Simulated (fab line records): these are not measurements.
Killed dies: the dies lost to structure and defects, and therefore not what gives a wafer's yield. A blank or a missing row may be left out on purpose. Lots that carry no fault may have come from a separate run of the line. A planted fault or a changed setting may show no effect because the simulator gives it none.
A lot that was struck, set against a sound lot ; flow gf180mcu ; 18 out of 602 route steps
Sound: the wafers L973.2, L973.4, L973.6. Struck: wafer L977.6 (left out: L977.2, L977.4 of the same lot, which were not struck); the cause appears at the end.
Each step with rows lists, per side, the tool, then ch with its chambers, then its first start. Under that, the readings that differ: sound wafers ; struck wafers ; difference of the means ; sigmas: that difference in standard deviations of wafers without a fault.
alike: a reading whose means differ by less than 2 such deviations, as well as words and numbers matching on both sides. not compared: withheld readings; readings where some wafer has no value; bounds like >300 that might hide an equal value; numbers whose values overlap and for which the record gives no deviation.
The two part at a step that has a row with sigmas, a row that says differs or no value, or rows on one side only. Numbers that don't overlap but have no deviation are shown without sigmas and don't part them. A reading that every wafer of one side lacks parts them only if that side has two wafers or more.

first, 3 steps without rows for these wafers: GF_V3_EXPOSE_11 (exposes mask Via3, target cd 260 nm); GF_V3_PEB_12 (peb time 90 s); GF_V3_DEVELOP_13 (develop time 60 s).
GF_V3_CD_MEAS_14: target cd 260 nm.
  sound on cd-sem-02, day 23 21:23; struck on cd-sem-02, day 25 15:07
  alike: cd-nm
GF_V3_OVL_MEAS_15:
  sound on overlay-02, day 23 21:29; struck on overlay-01, day 25 15:14
  alike: V3_OVL
GF_V3_ETCH_16: etches BARC in N2/H2.
  sound on rie-diel-04 ch 0,1,2, day 23 21:31; struck on rie-diel-03 ch 2, day 25 15:16
  alike: drypump-motor-current-A, oes-product-au, throttle-valve-pct
GF_V3_ETCH_17: etches SiO2 in C4F8/O2/Ar, stops on TiN, target depth 635 nm.
  sound on rie-diel-04 ch 0,1,2; struck on rie-diel-03 ch 2
  alike: oes-product-au
GF_V3_STRIP_18: strips in O2/N2.
  sound on plasma-asher-03 ch 0,1, day 23 21:38; struck on plasma-asher-04 ch 1, day 25 15:23
  alike: drypump-motor-current-A, heater-power-w, oes-product-au, platen-temp-c
  not compared: rf-hours-counter-h
then, 3 steps without rows for these wafers: GF_V3_STRIP_19 (strips in post etch residue remover, time 1200 s); GF_V3_CLEAN_20 (cleans in DIW); GF_V3_SPUTTER_21 (material Ti, target thk 15 nm, time 80.02 s).
GF_V3_SPUTTER_22: material TiN, target thk 10 nm, time 40 s.
  sound on pvd-sputter-04, day 23 22:14; struck on pvd-sputter-04, day 25 15:59
  alike: throttle-valve-pct
GF_V3_CVD_23: deposits W, target thk 350 nm, time 104.9 s.
  sound on cvd-w-01 ch 0,1, day 23 22:16; struck on cvd-w-02 ch 0, day 25 16:01
reading;sound;struck;difference;sigmas
model.W_of_V3_CVD_23.thk-nm (nm);355.1 353 350;482.8;+130.1;
  alike: heater-power-w
GF_V3_RS_MEAS_24: measures by four-point-probe.
  sound on film-metro-04, day 23 22:25; struck on film-metro-02, day 25 16:10
reading;sound;struck;difference;sigmas
V3_W_RS (ohm/sq);0.322 0.325 0.329;0.237;-0.088;-22
GF_V3_THK_MEAS_25: measures by xrf.
  sound on film-metro-04, day 23 22:31; struck on film-metro-02, day 25 16:16
reading;sound;struck;difference;sigmas
V3_W_THK (nm);352 353 348;472;+121;+24
GF_V3_CMP_26: polishes, stops on SiO2, t overpolish 15 s, target thk 0 nm.
  sound on cmp-02 ch 1,3, day 23 22:37; struck on cmp-02 ch 3, day 25 16:42
reading;sound;struck;difference;sigmas
time-to-endpoint-s (s);87 83 83;110;+26;+6
  alike: motor-current-A
GF_M4_SPUTTER_00: material Ti, target thk 37.5 nm, time 150 s.
  sound on pvd-sputter-02, day 23 22:52; struck on pvd-sputter-02, day 25 16:54
  alike: throttle-valve-pct
then, 1 step without rows for these wafers: GF_PASSIVATION_PROBE_99.

WHERE THEY PART
Earliest at GF_V3_RS_MEAS_24; latest, in this record, at GF_V3_CMP_26. Later steps at which nothing parts them and some readings are alike: GF_M4_SPUTTER_00.

WHY: whatever the simulator had introduced
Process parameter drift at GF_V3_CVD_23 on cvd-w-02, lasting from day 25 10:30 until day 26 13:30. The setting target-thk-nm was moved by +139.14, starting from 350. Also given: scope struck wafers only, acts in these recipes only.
